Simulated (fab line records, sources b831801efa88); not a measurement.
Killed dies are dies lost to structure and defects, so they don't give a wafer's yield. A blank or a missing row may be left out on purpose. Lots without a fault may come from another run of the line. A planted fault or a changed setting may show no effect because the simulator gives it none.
A struck lot beside a sound one | flow sky130 | 44 steps out of a route of 708
Sound: wafers L297.1, L297.2, L297.5. Struck: wafer L303.1. (L303.2, L303.6 of the same lot were not struck and are left out.) The cause comes at the end.
At each step with rows: each side's tool, then ch and its chambers, then its first start. Under that, the readings that differ: sound wafers | struck wafers | difference of the means | sigmas: that difference in standard deviations of wafers without a fault.
alike: readings whose means differ by less than 2 such deviations, and words and numbers that are the same on both sides. not compared: withheld readings, readings that some wafer has no value for, bounds like >300 that may hide the same value, and numbers for which the record gives no deviation and whose values overlap.
The two part at a step that has a row with sigmas, a row that says differs or no value, or rows on one side only. Numbers that don't overlap but have no deviation are shown without sigmas and don't part them. A reading that every wafer of one side lacks parts them only if that side has two wafers or more.

first, 4 steps without rows for these wafers: SKY_VIA3_STRIP_17 (strips in post etch residue remover, time 1200 s); SKY_VIA3_CLEAN_18 (cleans in IPA, time 180 s); SKY_VIA3_CLEAN_19 (cleans in O3/DIW); SKY_VIA3_SPUTTER_20 (material TiN, target thk 20 nm, time 80 s).
SKY_VIA3_CVD_21: deposits W, target thk 390 nm, time 117.31 s.
  sound on cvd_w-01 ch 0,1, day 40 06:50; struck on cvd_w-02 ch 0, day 42 10:41
  alike: heater_power_w
SKY_VIA3_RS_MEAS_22: measures by four-point-probe.
  sound on film_metro-02, day 40 06:57; struck on film_metro-04, day 42 10:49
  alike: VIA3_W_RS
SKY_VIA3_THK_MEAS_23: measures by xrf.
  sound on film_metro-02, day 40 07:04; struck on film_metro-04, day 42 10:56
  alike: VIA3_W_THK
then, 1 step without rows for these wafers: SKY_VIA3_CMP_24 (polishes, stops on SiO2, t overpolish 20 s, target thk 0 nm).
SKY_METAL4_SPUTTER_00: material Ti, target thk 15 nm, time 10 s.
  sound on pvd_sputter-01, day 40 07:26; struck on pvd_sputter-02, day 42 11:18
  alike: throttle_valve_pct
then, 1 step without rows for these wafers: SKY_METAL4_SPUTTER_01 (material TiN, target thk 20 nm, time 16.7 s).
SKY_METAL4_SPUTTER_02: material AlCu, target thk 735 nm, time 39.1 s.
  sound on pvd_sputter-01, day 40 07:29; struck on pvd_sputter-02, day 42 11:20
  alike: throttle_valve_pct
then, 1 step without rows for these wafers: SKY_METAL4_SPUTTER_03 (material Ti, target thk 5 nm, time 3.3 s).
SKY_METAL4_SPUTTER_04: material TiN, target thk 70 nm, time 58.3 s.
  sound on pvd_sputter-01, day 40 07:32; struck on pvd_sputter-02, day 42 11:24
  reading                                    | sound             | struck | difference | sigmas
  model.TiN_of_METAL4_SPUTTER_04.thk_nm (nm) | 68.91 68.21 68.97 | 118.6  | +49.9      |
  alike: throttle_valve_pct
SKY_CAP2M_CVD_00: deposits SiO2, target thk 15.5 nm.
  sound on pecvd-04 ch 0,1, day 40 07:35; struck on pecvd-02 ch 1, day 42 11:27
  alike: heater_power_w
SKY_CAP2M_THK_MEAS_01:
  sound on film_metro-04, day 40 07:37; struck on film_metro-04, day 42 11:29
  alike: CAP2M_CVD_00_THK
then, 1 step without rows for these wafers: SKY_CAP2M_SPUTTER_02 (material TiN, target thk 200 nm, time 166.7 s).
SKY_CAP2M_RS_MEAS_03: measures by four-point-probe.
  sound on film_metro-04, day 40 07:47; struck on film_metro-04, day 42 11:39
  alike: CAP2M_TIN_RS
SKY_CAP2M_THK_MEAS_04: measures by xrf.
  sound on film_metro-04, day 40 07:54; struck on film_metro-04, day 42 11:46
  alike: CAP2M_TIN_THK
then, 7 steps without rows for these wafers: SKY_CAP2M_DEHYDRATE_05 (time 60 s); SKY_CAP2M_HMDS_06 (prime time 60 s); SKY_CAP2M_COAT_07 (resist thk 1140 nm); SKY_CAP2M_SOFTBAKE_08 (time 60 s); SKY_CAP2M_EXPOSE_09 (exposes mask CAP2M, target cd 1000 nm); SKY_CAP2M_PEB_10; SKY_CAP2M_DEVELOP_11 (develop time 60 s).
SKY_CAP2M_OVL_MEAS_12:
  sound on overlay-01, day 41 07:43; struck on overlay-01, day 43 10:22
  alike: CAP2M_OVL
SKY_CAP2M_METAL_ETCH_13: etches TiN in Cl2/BCl3, stops on SiO2, target depth 220 nm, time 62.9 s.
  sound on rie_metal-02 ch 0,1, day 41 07:45; struck on rie_metal-04 ch 0, day 43 10:24
  alike: drypump_motor_current_A, oes_product_au, throttle_valve_pct
  not compared: rf_hours_counter_h
then, 12 steps without rows for these wafers: SKY_CAP2M_STRIP_14 (strips in O2/N2); SKY_CAP2M_STRIP_15 (strips in post etch residue remover, time 1200 s); SKY_CAP2M_CLEAN_16 (cleans in IPA, time 180 s); SKY_CAP2M_CLEAN_17 (cleans in O3/DIW); SKY_METAL4_DEHYDRATE_05 (time 60 s); SKY_METAL4_HMDS_06 (prime time 60 s); SKY_METAL4_COAT_07 (resist thk 60 nm); SKY_METAL4_COAT_08 (resist thk 1140 nm); SKY_METAL4_SOFTBAKE_09 (time 90 s); SKY_METAL4_EXPOSE_10 (exposes mask MM4, target cd 300 nm); SKY_METAL4_PEB_11; SKY_METAL4_DEVELOP_12 (develop time 60 s).
SKY_METAL4_CD_MEAS_13: target cd 300 nm.
  sound on cd_sem-01, day 42 08:04; struck on cd_sem-02, day 44 09:34
  alike: cd_nm
SKY_METAL4_OVL_MEAS_14:
  sound on overlay-01, day 42 08:11; struck on overlay-02, day 44 09:41
  alike: METAL4_OVL
then, 1 step without rows for these wafers: SKY_METAL4_DESCUM_15 (chemistry O2, time 8 s).
SKY_METAL4_METAL_ETCH_18: etches the open film in Cl2/BCl3, stops on SiO2, target depth 845 nm, time 183.1 s.
  sound on rie_metal-03 ch 0,1, day 42 08:22; struck on rie_metal-03 ch 0, day 44 09:52
  reading               | sound             | struck | difference | sigmas
  oes_product_au (a.u.) | 0.864 0.861 0.872 | 0.895  | +0.029     | +5
  alike: drypump_motor_current_A, throttle_valve_pct
  not compared: rf_hours_counter_h
-- the record jumps here: 4 days lie between the struck wafers' starts before and after (it left off in module METAL4 and takes up again in module PAD_OPEN, whose first step shown is number 708 of the route) --
SKY_PAD_OPEN_PROBE_99:
  sound on prober-01, day 46 08:08; struck on prober-01, day 48 03:59
  reading                       | sound                | struck | difference | sigmas
  model.etest.via4_chain.rc_ohm | 0.8164 0.8131 0.7752 | 0.9081 | +0.1065    |
  alike: defect_limited_yield, killed_at_M0_to_M3, killed_at_M4_up, killed_at_contacts, killed_at_front_end, killed_at_other, killed_dies, killed_open, killed_short, sort_bin_3_pad_short, sort_bin_5_function, sort_bin_6_memory, sort_n_pass, sort_yield_pct

WHERE THEY PART
Only at SKY_METAL4_METAL_ETCH_18, within this record. Later steps at which nothing parts them and some readings are alike: SKY_PAD_OPEN_PROBE_99.

WHY: what the simulator had put in
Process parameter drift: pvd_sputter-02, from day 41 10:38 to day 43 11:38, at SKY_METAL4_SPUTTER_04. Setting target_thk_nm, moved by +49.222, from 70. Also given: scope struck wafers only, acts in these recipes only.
